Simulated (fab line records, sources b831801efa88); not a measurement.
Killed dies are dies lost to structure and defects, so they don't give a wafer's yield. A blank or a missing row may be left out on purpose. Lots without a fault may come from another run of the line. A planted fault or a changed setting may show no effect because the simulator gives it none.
A struck lot beside a sound one | flow gf180mcu | 23 steps out of a route of 602
Sound: wafers L738.1, L738.2, L738.5. Struck: wafers L737.1, L737.3, L737.5. The cause comes at the end.
At each step with rows: each side's tool, then ch and its chambers, then its first start. Under that, the readings that differ: sound wafers | struck wafers | difference of the means | sigmas: that difference in standard deviations of wafers without a fault.
alike: readings whose means differ by less than 2 such deviations, and words and numbers that are the same on both sides. not compared: withheld readings, readings that some wafer has no value for, bounds like >300 that may hide the same value, and numbers for which the record gives no deviation and whose values overlap.
The two part at a step that has a row with sigmas, a row that says differs or no value, or rows on one side only. Numbers that don't overlap but have no deviation are shown without sigmas and don't part them. A reading that every wafer of one side lacks parts them only if that side has two wafers or more.

first, 2 steps without rows for these wafers: GF_HV_LDD_PEB_29; GF_HV_LDD_DEVELOP_30 (develop time 60 s).
GF_HV_LDD_CD_MEAS_31: target cd 400 nm.
  sound on cd_sem-02, day 15 21:11; struck on cd_sem-02, day 15 13:40
  alike: cd_nm
GF_HV_LDD_OVL_MEAS_32:
  sound on overlay-02, day 15 21:18; struck on overlay-02, day 15 13:47
  alike: HV_LDD_02_OVL
then, 4 steps without rows for these wafers: GF_HV_LDD_IMPLANT_33; GF_HV_LDD_IMPLANT_34; GF_HV_LDD_IMPLANT_35; GF_HV_LDD_IMPLANT_36.
GF_HV_LDD_STRIP_37: strips in O2/N2.
  sound on plasma_asher-01 ch 0,1, day 15 21:56; struck on plasma_asher-03 ch 0,1, day 15 14:26
  alike: drypump_motor_current_A, heater_power_w, oes_product_au, strip_time_to_endpoint_s
  not compared: rf_hours_counter_h
GF_HV_LDD_TW_MEAS_38:
  sound on film_metro-04, day 15 22:02; struck on film_metro-01, day 15 14:32
  alike: HV_LDD_3_TW
then, 2 steps without rows for these wafers: GF_HV_LDD_DEHYDRATE_39 (time 60 s); GF_HV_LDD_HMDS_40 (prime time 60 s).
GF_HV_LDD_COAT_41: resist thk 1000 nm.
  sound on litho_track-01 ch 0, day 16 09:14; struck on litho_track-03 ch 0, day 16 01:25
  reading                                     | sound                | struck               | difference | sigmas
  spin_speed_rpm (rpm)                        | 2998.8 3000.0 2999.4 | 2873.3 2874.9 2878.1 | -124.0     | -65
  model.NOVOLAK_of_HV_LDD_COAT_41.thk_nm (nm) | 1003 1001 999.4      | 1019 1023 1019       | +19        |
then, 3 steps without rows for these wafers: GF_HV_LDD_SOFTBAKE_42 (time 60 s); GF_HV_LDD_EXPOSE_43 (exposes mask Pplus HV AREA, target cd 400 nm); GF_HV_LDD_PEB_44.
GF_HV_LDD_DEVELOP_45: develop time 60 s.
  sound on litho_track-01 ch 0, day 16 20:20; struck on litho_track-02 ch 0, day 16 12:25
  reading                                     | sound           | struck         | difference | sigmas
  model.NOVOLAK_of_HV_LDD_COAT_41.thk_nm (nm) | 1003 1000 998.9 | 1019 1023 1019 | +20        |
GF_HV_LDD_CD_MEAS_46: target cd 400 nm.
  sound on cd_sem-01, day 16 20:29; struck on cd_sem-01, day 16 12:40
  reading    | sound             | struck            | difference | sigmas
  cd_nm (nm) | 399.3 400.2 401.2 | 394.5 395.6 394.8 | -5.3       | -3
GF_HV_LDD_OVL_MEAS_47:
  sound on overlay-02, day 16 20:36; struck on overlay-01, day 16 12:47
  alike: HV_LDD_03_OVL
then, 1 step without rows for these wafers: GF_HV_LDD_IMPLANT_48.
GF_HV_LDD_STRIP_49: strips in O2/N2.
  sound on plasma_asher-04 ch 0,1, day 16 20:47; struck on plasma_asher-01 ch 0,1, day 16 12:58
  reading                      | sound             | struck            | difference | sigmas
  strip_time_to_endpoint_s (s) | 12.67 12.63 12.61 | 12.79 12.83 12.77 | +0.16      | +4
  alike: drypump_motor_current_A, heater_power_w, oes_product_au
  not compared: rf_hours_counter_h
GF_HV_LDD_TW_MEAS_50:
  sound on film_metro-03, day 16 20:53; struck on film_metro-01, day 16 13:04
  reading     | sound       | struck      | difference | sigmas
  HV_LDD_4_TW | 575 577 575 | 563 565 567 | -11        | -3
-- the record jumps here: 16 days lie between the struck wafers' starts before and after (it left off in module HV_LDD and takes up again in module PASSIVATION, whose first step shown is number 602 of the route) --
GF_PASSIVATION_PROBE_99:
  the record has rows for the struck wafers here (prober-01, day 32 15:23) and none for the sound ones

WHERE THEY PART
First at GF_HV_LDD_COAT_41; last, within this record, at GF_PASSIVATION_PROBE_99.

WHY: what the simulator had put in
Process parameter drift: litho_track-03, from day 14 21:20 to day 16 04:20, at GF_HV_LDD_COAT_41. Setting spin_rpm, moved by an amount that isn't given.
